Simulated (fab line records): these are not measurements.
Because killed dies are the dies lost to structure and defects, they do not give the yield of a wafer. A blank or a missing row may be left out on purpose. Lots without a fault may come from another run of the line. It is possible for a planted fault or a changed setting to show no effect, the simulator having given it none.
8D (eight disciplines) problem report, filled in by code / flow gf180mcu / the parts of the form that need people (team, actions taken, sign-off) are left out

1. WHAT IS WRONG
Wafers without a fault read 0.3000 Pa, standard deviation 0.00064; chamber pressure pa at GF_M3_SPUTTER_03 reads a mean of 0.3725 Pa on 6 wafers belonging to 2 lots. So: +99 or more standard deviations from the usual mean.
The step: material Ti, target thk 10 nm, time 6.7 s.
Seen first at day 24 11:26 on pvd sputter-03, wafer L504.1. Wafers with a number at this step in the record: 39, from 13 lots. Rule for "out", or "out of limits": more than 4 standard deviations from the usual mean. The other wafers with a number count as sound.

2. WHAT IT IS AND WHAT IT IS NOT
question=which readings at this step | is=chamber pressure pa | is not=-
question=which lots | is=L504, L505 | is not=L494, L495, L496, L497, L498, L499, L512, L513, L514, L515, L516
question=which wafers of those lots | is=all that have a number | is not=-
question=read on which tools | is=pvd sputter-03 | is not=pvd sputter-01
question=when | is=from day 24 11:26 | is not=up to then (18 sound wafers); but 15 sound wafers of L512, L513, L514, L515, L516 came after

3. SUSPECTS, AND WHAT RULES EACH OUT
Counting: any tool at a process step up to the reading is kept as a suspect provided that every lot that is out went through it and no sound lot did after the first of them.
- pvd sputter-03 at GF_M3_SPUTTER_03 (material Ti, target thk 10 nm, time 6.7 s): ruled out as a lasting fault. After its first lot that is out, L504 (day 24 11:26), sound lots L515, L514 ran on it.
Left after counting: nothing in the record.

4. THE CAUSE (what the simulator had put in)
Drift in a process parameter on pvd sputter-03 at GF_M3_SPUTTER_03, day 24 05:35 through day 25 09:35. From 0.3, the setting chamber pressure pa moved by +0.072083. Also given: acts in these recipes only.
Counting ruled it out, wrongly.

5. THE CHAIN OF EFFECTS, in route order
Rows list readings where the struck wafers' mean (over those with a number) sits beyond 3 standard deviations from the usual. Readings are gone through only where the record gives a usual standard deviation; hours: the median, over the lots, of the time from a lot's start at the first step in this table giving one to that lot's start at this step; sigmas: the change measured in usual standard deviations.
hours=0; step=GF_M3_SPUTTER_03; reading=chamber pressure pa; usual=0.3000 Pa; on struck wafers=0.3725; change=+0.0725; sigmas=+99 or more
hours=0; step=GF_M3_SPUTTER_03; reading=throttle valve pct; usual=30.3 %; on struck wafers=27.5; change=-2.8; sigmas=-3.6
The process steps in it:
- GF_M3_SPUTTER_03: material Ti, target thk 10 nm, time 6.7 s.

6. WHAT WOULD HAVE CAUGHT IT SOONER
6 hours passed between the start of the fault at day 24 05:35 and the first reading out of limits in this record, taken at day 24 11:26.
